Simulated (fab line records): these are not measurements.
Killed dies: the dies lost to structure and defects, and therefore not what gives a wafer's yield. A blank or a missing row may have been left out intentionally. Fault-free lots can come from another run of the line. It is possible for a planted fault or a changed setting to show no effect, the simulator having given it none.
Code-filled problem report in 8D (eight disciplines) form / flow gf180mcu / the parts of the form that need people (team, actions taken, sign-off) are left out

## 1. WHAT IS WRONG
Across 6 wafers from 2 lots, MVPSD_TW at GF_MVPSD_TW_MEAS_11 averages 540, while fault-free wafers read 556 with a standard deviation of 3.1. Relative to the usual mean, that is a shift of -5.1 standard deviations.
Earliest sighting: wafer L343.2 on film-metro-01 at day 9 03:08. Wafers with a number at this step in the record: 39, from 13 lots. Rule for "out", or "out of limits": more than 4 standard deviations from the usual mean. Any other wafer with a number is counted as sound.

## 2. WHAT IT IS; WHAT IT IS NOT
question=which readings at this step | is=MVPSD_TW | is not=-
question=which lots | is=L342, L343 | is not=L328, L329, L330, L332, L333, L334, L336, L346, L348, L349, L350
question=which wafers of those lots | is=all that have a number | is not=-
question=read on which gauges | is=film-metro-01, film-metro-02 | is not=film-metro-04
question=when | is=from day 9 03:08 | is not=up to then (21 sound wafers); but 12 sound wafers of L346, L348, L349, L350 came after

## 3. THE SUSPECTS, EACH WITH WHAT RULES IT OUT
Counting: a tool at a process step up to the reading stays a suspect if it ran every lot that is out and no sound lot after the first of them.
- the gauge at GF_MVPSD_TW_MEAS_11 is ruled out. The wafers that are out were read on 2 gauges (film-metro-01, film-metro-02).
- implanter-04 at GF_MVPSD_IMPLANT_08: kept. All lots that are out passed through it, beginning with L343 at day 9 02:45, and no sound lot followed; its final sound lot before that point was L334 at day 6 21:41. Out on those wafers are its own readings of dose-ions-cm2, faraday-current-uA.
Left after counting: implanter-04 at GF_MVPSD_IMPLANT_08.

## 4. THE CAUSE (what the simulator had put in)
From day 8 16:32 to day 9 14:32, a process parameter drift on implanter-04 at GF_MVPSD_IMPLANT_08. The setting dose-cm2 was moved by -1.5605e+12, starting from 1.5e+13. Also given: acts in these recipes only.
Counting left only this tool.

## 5. THE EFFECT CHAIN, in route order
Each row: a reading whose mean over the struck wafers that have a number lies more than 3 standard deviations from the usual. Only readings whose record carries a usual standard deviation are examined. hours: median over the lots of the time between each lot's start at the first step of this table that gives one and its start at this step. sigmas: the change, counted in usual standard deviations.
hours=0; step=GF_MVPSD_IMPLANT_08; reading=dose-ions-cm2; usual=1.5e+13; on struck wafers=1.3e+13; change=-1.5e+12; sigmas=-96
hours=0; step=GF_MVPSD_IMPLANT_08; reading=faraday-current-uA; usual=84.7; on struck wafers=75.6; change=-9.1; sigmas=-5.4
hours=0; step=GF_MVPSD_TW_MEAS_11; reading=MVPSD_TW; usual=556; on struck wafers=540; change=-16; sigmas=-5.1
hours=76; step=GF_VT_IMPLANT_RS_MEAS_49; reading=MVPSD_RS; usual=1168 ohm/sq; on struck wafers=1231; change=+63; sigmas=+20
Its process steps:
- GF_MVPSD_IMPLANT_08
Later measuring or inspecting steps at which every struck wafer that the step has a row for has a number for every such reading, and none has moved that far: GF_V1_BOW_MEAS_05, GF_V2_THK_MEAS_03, GF_V2_BOW_MEAS_05.

## 6. WHAT WOULD HAVE CAUGHT IT SOONER
In this record the first reading out of limits at a measuring or inspecting step was taken at day 9 03:08, 11 hours after the fault began at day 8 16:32.
At GF_MVPSD_IMPLANT_08, the tool's own readings (dose-ions-cm2, faraday-current-uA) were out on each struck wafer the step has a row for, so an alarm limit on them would have fired on the first such wafer.
Of the lots that are out (2), L342 began GF_MVPSD_IMPLANT_08 on implanter-04 after day 9 03:08. A tool hold placed at that time would have kept it from harm.
